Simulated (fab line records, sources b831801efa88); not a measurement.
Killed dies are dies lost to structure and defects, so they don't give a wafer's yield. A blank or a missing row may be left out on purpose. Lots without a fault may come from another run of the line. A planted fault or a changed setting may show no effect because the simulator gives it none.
Which tool did it? | flow sky130 | 13 lots, 39 wafers sampled, at 5 steps of a route of 708

WHAT THE GAUGES READ, wafer by wafer
SKY_POLY_GATE_THK_MEAS_21. Usual: POLY_GATE_OXIDATION_THK 3.99 nm, standard deviation 0.066.
lot  | measured     | on            | POLY_GATE_OXIDATION_THK (nm) | flag
L693 | day 16 22:29 | film_metro-01 | 4.04 4.03 4.19               |
L694 | day 17 19:26 | film_metro-01 | 3.98 4.09 3.97               |
L695 | day 17 23:32 | film_metro-04 | 3.95 4.05 4.02               |
L696 | day 18 04:57 | film_metro-02 | 3.97 3.97 3.99               |
L697 | day 18 19:46 | film_metro-01 | 3.94 3.93 3.93               |
L698 | day 18 21:59 | film_metro-02 | 3.97 4.00 3.95               |
L699 | day 19 18:14 | film_metro-01 | 4.10 4.03 3.95               |
L701 | day 20 09:10 | film_metro-02 | 3.96 3.97 4.02               |
L708 | day 22 10:26 | film_metro-04 | 4.01 4.00 3.99               |
L710 | day 22 16:47 | film_metro-02 | 3.97 3.96 4.01               |
L711 | day 23 09:26 | film_metro-04 | 4.05 4.02 4.03               |
L713 | day 24 00:24 | film_metro-02 | 4.05 4.00 4.08               |
L714 | day 24 06:01 | film_metro-02 | 4.00 3.98 4.02               |

SKY_LDD_P_OVL_MEAS_08. Usual: LDD_P_OVL -0.3 nm, standard deviation 1.3.
lot  | measured     | on         | LDD_P_OVL (nm) | flag
L693 | day 19 11:48 | overlay-01 | -2.2 0.6 -1.4  |
L694 | day 20 08:06 | overlay-01 | 0.0 -0.7 -0.9  |
L695 | day 20 13:23 | overlay-01 | -2.5 -0.7 1.0  |
L696 | day 20 18:49 | overlay-01 | 1.3 1.7 0.4    |
L697 | day 21 09:59 | overlay-02 | -1.1 -1.3 -1.5 |
L698 | day 21 12:18 | overlay-02 | 1.0 1.8 0.3    |
L699 | day 22 07:46 | overlay-02 | -1.7 0.6 2.3   |
L701 | day 22 23:24 | overlay-02 | 1.1 2.0 2.0    |
L708 | day 24 23:32 | overlay-01 | -1.2 -3.4 -1.8 |
L710 | day 25 04:54 | overlay-01 | -1.9 -0.5 0.9  |
L711 | day 25 22:18 | overlay-02 | -0.4 0.4 -0.2  |
L713 | day 26 12:58 | overlay-01 | 0.3 0.7 0.1    |
L714 | day 26 18:42 | overlay-02 | -0.2 0.2 0.0   |

SKY_LDD_HVN_TW_MEAS_10. Usual: LDD_HVN_TW 1418, standard deviation 7.5.
lot  | measured     | on            | LDD_HVN_TW     | flag
L693 | day 20 19:07 | film_metro-01 | 1410 1404 1413 |
L694 | day 21 15:03 | film_metro-01 | 1425 1426 1435 |
L695 | day 21 19:42 | film_metro-04 | 1422 1423 1426 |
L696 | day 22 01:24 | film_metro-04 | 1428 1419 1421 |
L697 | day 22 19:14 | film_metro-02 | 1419 1409 1406 |
L698 | day 22 19:24 | film_metro-01 | 1429 1417 1427 |
L699 | day 23 14:50 | film_metro-04 | 1427 1430 1418 |
L701 | day 24 06:00 | film_metro-01 | 1423 1416 1426 |
L708 | day 26 05:47 | film_metro-01 | 1424 1428 1367 |
L710 | day 26 10:36 | film_metro-02 | 1402 1414 1407 |
L711 | day 27 03:49 | film_metro-01 | 1411 1408 1405 |
L713 | day 27 18:51 | film_metro-01 | 1411 1417 1416 |
L714 | day 27 23:57 | film_metro-02 | 1414 1406 1412 |

WHICH TOOL RAN EACH LOT (tool, then ch and the chambers of the sampled wafers, then the start)
lot  | SKY_POLY_GATE_ETCH_16              | SKY_LDD_HVN_IMPLANT_08
L693 | rie_diel-01 ch 0,1,2, day 16 19:40 | implanter-04 ch 0, day 20 18:52
L694 | rie_diel-01 ch 0,1,2, day 17 17:06 | implanter-04 ch 0, day 21 14:48
L695 | rie_diel-02 ch 1,3, day 17 19:48   | implanter-03 ch 0, day 21 19:27
L696 | rie_diel-02 ch 1,2,3, day 18 03:00 | implanter-02 ch 0, day 22 01:11
L697 | rie_diel-02 ch 1,2, day 18 16:58   | implanter-02 ch 0, day 22 18:59
L698 | rie_diel-03 ch 0,1,2, day 18 19:24 | implanter-03 ch 0, day 22 19:09
L699 | rie_diel-02 ch 0,2,3, day 19 16:39 | implanter-04 ch 0, day 23 14:37
L701 | rie_diel-03 ch 2,3, day 20 07:35   | implanter-02 ch 0, day 24 05:47
L708 | rie_diel-03 ch 0,1,3, day 22 06:37 | implanter-03 ch 0, day 26 05:32
L710 | rie_diel-03 ch 1,2, day 22 15:13   | implanter-02 ch 0, day 26 10:21
L711 | rie_diel-01 ch 0,1,2, day 23 07:52 | implanter-04 ch 0, day 27 03:34
L713 | rie_diel-03 ch 1,2,3, day 23 22:42 | implanter-04 ch 0, day 27 18:38
L714 | rie_diel-02 ch 0,1,2, day 24 03:40 | implanter-04 ch 0, day 27 23:42
- SKY_POLY_GATE_ETCH_16: etches Si3N4 in CH3F/O2, stops on poly-Si, time 147.5 s, target depth 75 nm.
- SKY_LDD_HVN_IMPLANT_08

WHAT THE TOOLS THEMSELVES READ (means of the sampled wafers that have a number; where no wafer has one, the mark that the record gives instead)
SKY_POLY_GATE_ETCH_16. Usual: bias_w 80.03 W, standard deviation 0.27; drypump_motor_current_A 5.7 A, standard deviation 0.59; oes_product_au 0.640 a.u., standard deviation 0.0053; throttle_valve_pct 10.534 %, standard deviation 0.009.
lot  | tool        | bias_w (W) | drypump_motor_current_A (A) | oes_product_au (a.u.) | throttle_valve_pct (%) | flag
L693 | rie_diel-01 | 79.82      | 5.7                         | 0.645                 | 10.539                 |
L694 | rie_diel-01 | 80.06      | 5.7                         | 0.636                 | 10.537                 |
L695 | rie_diel-02 | 79.91      | 5.8                         | 0.632                 | 10.536                 |
L696 | rie_diel-02 | 79.92      | 5.5                         | 0.641                 | 10.529                 |
L697 | rie_diel-02 | 80.04      | 5.3                         | 0.639                 | 10.528                 |
L698 | rie_diel-03 | 79.86      | 6.0                         | 0.648                 | 10.532                 |
L699 | rie_diel-02 | 80.16      | 5.8                         | 0.641                 | 10.534                 |
L701 | rie_diel-03 | 79.98      | 5.5                         | 0.641                 | 10.535                 |
L708 | rie_diel-03 | 80.04      | 6.0                         | 0.647                 | 10.541                 |
L710 | rie_diel-03 | 79.96      | 5.7                         | 0.643                 | 10.529                 |
L711 | rie_diel-01 | 80.13      | 5.7                         | 0.644                 | 10.534                 |
L713 | rie_diel-03 | 80.01      | 5.6                         | 0.640                 | 10.535                 |
L714 | rie_diel-02 | 79.85      | 5.8                         | 0.642                 | 10.537                 |

THE ANSWER, worked out from the rows above alone
Rule: a lot is off if the mean of its wafers that have a number lies more than 3 standard deviations from the usual mean. A lot without any number at a reading at which 4 lots or more have one is off too. The other lots that the step has rows for count as sound. The gauges are gone through in route order, then the tools' own readings, and for those a lot's mean is taken as printed above. The first step at which some lot is off is used, and at that step the reading that is off furthest; a lot without a number counts as furthest.
No lot is off at any reading shown: from this, nothing can be told.

WHAT THE SIMULATOR HAD PUT IN
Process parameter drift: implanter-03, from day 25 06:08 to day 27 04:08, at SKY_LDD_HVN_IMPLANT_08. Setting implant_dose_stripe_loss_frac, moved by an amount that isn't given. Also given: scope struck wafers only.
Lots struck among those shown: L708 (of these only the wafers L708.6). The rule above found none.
